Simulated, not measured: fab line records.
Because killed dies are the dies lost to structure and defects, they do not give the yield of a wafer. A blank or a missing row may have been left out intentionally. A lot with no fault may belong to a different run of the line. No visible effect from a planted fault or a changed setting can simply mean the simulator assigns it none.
The tool behind it: which one? :: flow sky130 :: 30 wafers from 10 lots sampled at 4 of the route's 708 steps

== WHAT THE GAUGES READ, wafer by wafer ==
SKY_CAPM_RS_MEAS_03: measures by four-point-probe.
lot: L707
measured: day 37 06:47
on: film-metro-02
CAPM_TIN_RS (ohm/sq): 6.90 6.92 6.86

lot: L709
measured: day 38 08:50
on: film-metro-03
CAPM_TIN_RS (ohm/sq): 6.88 6.83 6.86

lot: L710
measured: day 38 11:05
on: film-metro-03
CAPM_TIN_RS (ohm/sq): 6.80 6.80 6.79

lot: L711
measured: day 38 16:07
on: film-metro-03
CAPM_TIN_RS (ohm/sq): 6.92 6.93 6.93

lot: L712
measured: day 38 20:01
on: film-metro-03
CAPM_TIN_RS (ohm/sq): 6.91 7.04 6.95

lot: L715
measured: day 39 18:28
on: film-metro-02
CAPM_TIN_RS (ohm/sq): 6.92 6.96 6.86

lot: L717
measured: day 40 01:43
on: film-metro-04
CAPM_TIN_RS (ohm/sq): 6.08 6.90 6.85

lot: L723
measured: day 42 08:48
on: film-metro-03
CAPM_TIN_RS (ohm/sq): 6.96 7.04 7.04

lot: L724
measured: day 43 00:50
on: film-metro-02
CAPM_TIN_RS (ohm/sq): 6.91 6.90 6.90

lot: L725
measured: day 43 02:24
on: film-metro-02
CAPM_TIN_RS (ohm/sq): 6.93 6.96 6.90

== WHAT TOOL EACH LOT RAN ON (gives the tool, then ch and the chambers of the sampled wafers, and finally the start) ==
lot: L707
SKY_METAL3_SPUTTER_01: pvd-sputter-02, day 37 06:26
SKY_METAL3_SPUTTER_02: pvd-sputter-02, day 37 06:27
SKY_CAPM_SPUTTER_02: pvd-sputter-01, day 37 06:39

lot: L709
SKY_METAL3_SPUTTER_01: pvd-sputter-02, day 38 08:28
SKY_METAL3_SPUTTER_02: pvd-sputter-02, day 38 08:30
SKY_CAPM_SPUTTER_02: pvd-sputter-04, day 38 08:41

lot: L710
SKY_METAL3_SPUTTER_01: pvd-sputter-02, day 38 10:46
SKY_METAL3_SPUTTER_02: pvd-sputter-02, day 38 10:47
SKY_CAPM_SPUTTER_02: pvd-sputter-01, day 38 10:59

lot: L711
SKY_METAL3_SPUTTER_01: pvd-sputter-03, day 38 15:47
SKY_METAL3_SPUTTER_02: pvd-sputter-03, day 38 15:49
SKY_CAPM_SPUTTER_02: pvd-sputter-01, day 38 16:00

lot: L712
SKY_METAL3_SPUTTER_01: pvd-sputter-03, day 38 19:41
SKY_METAL3_SPUTTER_02: pvd-sputter-03, day 38 19:43
SKY_CAPM_SPUTTER_02: pvd-sputter-04, day 38 19:55

lot: L715
SKY_METAL3_SPUTTER_01: pvd-sputter-04, day 39 18:09
SKY_METAL3_SPUTTER_02: pvd-sputter-04, day 39 18:11
SKY_CAPM_SPUTTER_02: pvd-sputter-04, day 39 18:22

lot: L717
SKY_METAL3_SPUTTER_01: pvd-sputter-02, day 40 01:24
SKY_METAL3_SPUTTER_02: pvd-sputter-02, day 40 01:25
SKY_CAPM_SPUTTER_02: pvd-sputter-01, day 40 01:37

lot: L723
SKY_METAL3_SPUTTER_01: pvd-sputter-02, day 42 08:28
SKY_METAL3_SPUTTER_02: pvd-sputter-02, day 42 08:30
SKY_CAPM_SPUTTER_02: pvd-sputter-04, day 42 08:41

lot: L724
SKY_METAL3_SPUTTER_01: pvd-sputter-02, day 43 00:29
SKY_METAL3_SPUTTER_02: pvd-sputter-02, day 43 00:31
SKY_CAPM_SPUTTER_02: pvd-sputter-04, day 43 00:44

lot: L725
SKY_METAL3_SPUTTER_01: pvd-sputter-03, day 43 02:02
SKY_METAL3_SPUTTER_02: pvd-sputter-03, day 43 02:04
SKY_CAPM_SPUTTER_02: pvd-sputter-02, day 43 02:15
- SKY_METAL3_SPUTTER_01: material TiN, target thk 20 nm, time 16.7 s.
- SKY_METAL3_SPUTTER_02: material AlCu, target thk 735 nm, time 39.1 s.
- SKY_CAPM_SPUTTER_02: material TiN, target thk 200 nm, time 166.7 s.

== THE ANSWER, worked out from the rows above alone ==
Rule: the lots themselves supply what counts as usual. Put in order of their means at a reading, lots are off if they are a third of the lots or fewer, leave a main group of 4 or more, and stand apart from it by a gap of 3 or more times the standard deviation of the main group's means; of several such gaps the widest counts. A main group whose means are all the same, to the digits that the tables above print for the reading, isn't used. Also off: a lot with no number at a reading for which 4 or more lots have one. The other lots that the step has rows for count as sound.
Off: L717, seen at SKY_CAPM_RS_MEAS_03 (CAPM_TIN_RS). The main group has a mean of 6.91 ohm/sq with a standard deviation of 0.058.
A tool fits if, at a process step before that reading, it ran every lot that is off, and no sound lot after the first of them. The gauges at SKY_CAPM_RS_MEAS_03 are tried like those tools. This does not decide it: 2 tools fit, namely pvd-sputter-01 at SKY_CAPM_SPUTTER_02 and film-metro-04 at SKY_CAPM_RS_MEAS_03.

== WHAT THE SIMULATOR PUT IN ==
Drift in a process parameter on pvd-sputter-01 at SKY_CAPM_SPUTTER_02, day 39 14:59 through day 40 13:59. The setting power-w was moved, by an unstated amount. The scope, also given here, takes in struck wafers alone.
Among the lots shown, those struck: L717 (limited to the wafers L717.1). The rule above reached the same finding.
